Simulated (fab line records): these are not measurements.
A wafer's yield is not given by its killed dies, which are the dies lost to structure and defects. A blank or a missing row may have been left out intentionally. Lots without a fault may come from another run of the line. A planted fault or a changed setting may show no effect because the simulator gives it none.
Check for tools in common | flow gf180mcu | 14 lots, 42 wafers sampled

## WHY THIS WAS OPENED
At GF_VT_IMPLANT_TW_MEAS_21 the reading VT_IMPLANT_2_TW is flagged on 3 of 14 lots. Fault-free wafers read 1210, with a standard deviation of 9.5.
Rule: a lot is flagged when every wafer of it that has a number lies more than 4 standard deviations from that mean, or none has a number. As for the other lots, they are considered sound.

lot  | measured     | on            | VT_IMPLANT_2_TW, wafer by wafer | flag
L845 | day 6 05:17  | film-metro-02 | 1202 1209 1201                  |
L846 | day 6 11:57  | film-metro-02 | 1208 1201 1201                  |
L847 | day 6 15:43  | film-metro-03 | 1214 1219 1220                  |
L848 | day 7 02:32  | film-metro-03 | 1221 1214 1213                  |
L849 | day 7 05:47  | film-metro-03 | 1217 1212 1219                  |
L850 | day 7 12:20  | film-metro-02 | 1208 1208 1208                  |
L851 | day 7 18:14  | film-metro-01 | 1195 1194 1196                  |
L852 | day 8 00:23  | film-metro-02 | 1215 1211 1214                  |
L853 | day 8 06:58  | film-metro-02 | 1205 1209 1212                  |
L854 | day 8 15:34  | film-metro-03 | 1221 1216 1216                  |
L855 | day 8 21:15  | film-metro-03 | 1223 1213 1213                  |
L857 | day 9 08:35  | film-metro-01 | 1113 1108 1108                  | FLAGGED
L859 | day 10 00:13 | film-metro-03 | 1133 1137 1136                  | FLAGGED
L861 | day 10 14:29 | film-metro-03 | 1134 1131 1138                  | FLAGGED
The mean of the flagged lots' numbers is 1126, -84 from the usual (-9 standard deviations).

## TOOL THAT RAN EACH LOT
The record keeps 1 process step preceding the reading, out of 602 steps on the route. Every cell lists first the tool, next ch and the chambers used by the sampled wafers, and last the start.
lot  | flag    | GF_VT_IMPLANT_IMPLANT_19
L845 |         | implanter-03 ch 0, day 6 05:04
L846 |         | implanter-01 ch 0, day 6 11:44
L847 |         | implanter-04 ch 0, day 6 15:28
L848 |         | implanter-04 ch 0, day 7 02:20
L849 |         | implanter-04 ch 0, day 7 05:33
L850 |         | implanter-01 ch 0, day 7 12:06
L851 |         | implanter-04 ch 0, day 7 18:01
L852 |         | implanter-04 ch 0, day 8 00:09
L853 |         | implanter-01 ch 0, day 8 06:44
L854 |         | implanter-04 ch 0, day 8 15:19
L855 |         | implanter-04 ch 0, day 8 21:02
L857 | FLAGGED | implanter-01 ch 0, day 9 08:21
L859 | FLAGGED | implanter-01 ch 0, day 9 23:59
L861 | FLAGGED | implanter-01 ch 0, day 10 14:14
What the steps here do:
- GF_VT_IMPLANT_IMPLANT_19
- GF_VT_IMPLANT_TW_MEAS_21

## FLAGGED OVER TOTAL, TOOL BY TOOL (the gauges that took the reading come last)
step                     | tool          | lots run | flagged | share of the flagged lots | sound lots run after its first flagged lot
GF_VT_IMPLANT_IMPLANT_19 | implanter-01  | 6        | 3       | all                       | 0
GF_VT_IMPLANT_IMPLANT_19 | implanter-03  | 1        | 0       | none                      | -
GF_VT_IMPLANT_IMPLANT_19 | implanter-04  | 7        | 0       | none                      | -
GF_VT_IMPLANT_TW_MEAS_21 | film-metro-01 | 2        | 1       | some                      | 0
GF_VT_IMPLANT_TW_MEAS_21 | film-metro-02 | 5        | 0       | none                      | -
GF_VT_IMPLANT_TW_MEAS_21 | film-metro-03 | 7        | 2       | some                      | 0

## THE TABLE: WHAT IT ALLOWS
1 row of the table ran every flagged lot: implanter-01 at GF_VT_IMPLANT_IMPLANT_19.
- implanter-01 at GF_VT_IMPLANT_IMPLANT_19 ran 6 lots, 3 of them flagged. Last sound lot L853 at day 8 06:44, first flagged lot L857 at day 9 08:21; a fault beginning in between fits. Its own readings (beam-energy-keV) fall more than 4 standard deviations out on all wafers of the flagged lots.
implanter-01 at GF_VT_IMPLANT_IMPLANT_19 is the single tool remaining.

## WHAT THE SIMULATOR PUT IN
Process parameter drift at GF_VT_IMPLANT_IMPLANT_19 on implanter-01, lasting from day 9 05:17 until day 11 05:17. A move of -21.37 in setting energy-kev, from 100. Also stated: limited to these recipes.
Lots struck among those shown: L857, L859, L861. The rule above found the same.
